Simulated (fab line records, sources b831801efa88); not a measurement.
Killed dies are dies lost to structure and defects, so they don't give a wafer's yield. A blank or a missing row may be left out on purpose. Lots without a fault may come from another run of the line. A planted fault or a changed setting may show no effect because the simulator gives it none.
Chamber matching | flow gf180mcu | GF_SAB_CVD_00 on pecvd-01: 3 sister chambers
The step deposits SiO2 from TEOS, target thk 50 nm, time 4.9302 s. 22 wafers are shown with their chamber, then 11 later ones without.

WAFERS WITH THEIR CHAMBER
wafer  | chamber | heater_power_w (W)
L076.1 | 0       | 531
L076.3 | 2       | 613
L076.5 | 1       | 587
L078.2 | 2       | 663
L078.5 | 2       | 680
L078.6 | 1       | 682
L080.2 | 2       | 548
L080.3 | 1       | 581
L080.5 | 2       | 557
L086.1 | 0       | 683
L086.3 | 2       | 596
L086.5 | 1       | 720
L087.1 | 0       | 548
L087.4 | 2       | 668
L087.5 | 0       | 534
L088.2 | 1       | 695
L088.3 | 0       | 656
L088.5 | 0       | 646
L090.1 | 2       | 544
L090.2 | 1       | 662
L090.3 | 0       | 653
L093.1 | 2       | 677

SIGNATURES (means of the wafers above)
reading        | chamber 0 | chamber 1 | chamber 2 | scatter within a chamber
heater_power_w | 607.29    | 654.50    | 616.22    | 60.5
Rule: a wafer's distance from a chamber is the root of the sum, over the readings, of the square of ((its reading less the chamber's mean) divided by the reading's scatter). The wafer belongs to the nearest chamber; if the next one is less than 2 further off, it can't be placed. The scatter: the root of (the sum of the squares of (reading less its chamber's mean) over the shown wafers, divided by (wafers less chambers)).

WAFERS WITHOUT THEIR CHAMBER
wafer  | heater_power_w (W)
L093.4 | 640
L093.5 | 634
L095.2 | 669
L095.4 | 659
L095.6 | 671
L096.2 | 654
L096.3 | 691
L096.4 | 666
L097.2 | 624
L097.3 | 671
L097.6 | 649

WHICH CHAMBER EACH WENT THROUGH
wafer  | from the rows above          | in truth
L093.4 | can't be placed: 1 or 2 or 0 | 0
L093.5 | can't be placed: 2 or 1 or 0 | 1
L095.2 | can't be placed: 1 or 2 or 0 | 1
L095.4 | can't be placed: 1 or 2 or 0 | 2
L095.6 | can't be placed: 1 or 2 or 0 | 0
L096.2 | can't be placed: 1 or 2 or 0 | 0
L096.3 | can't be placed: 1 or 2 or 0 | 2
L096.4 | can't be placed: 1 or 2 or 0 | 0
L097.2 | can't be placed: 2 or 0 or 1 | 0
L097.3 | can't be placed: 1 or 2 or 0 | 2
L097.6 | can't be placed: 1 or 2 or 0 | 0
Placed correctly: 0 of 11. Can't be placed from these rows: 11 (the true chamber is among the candidates in 11). Placed wrongly: 0.
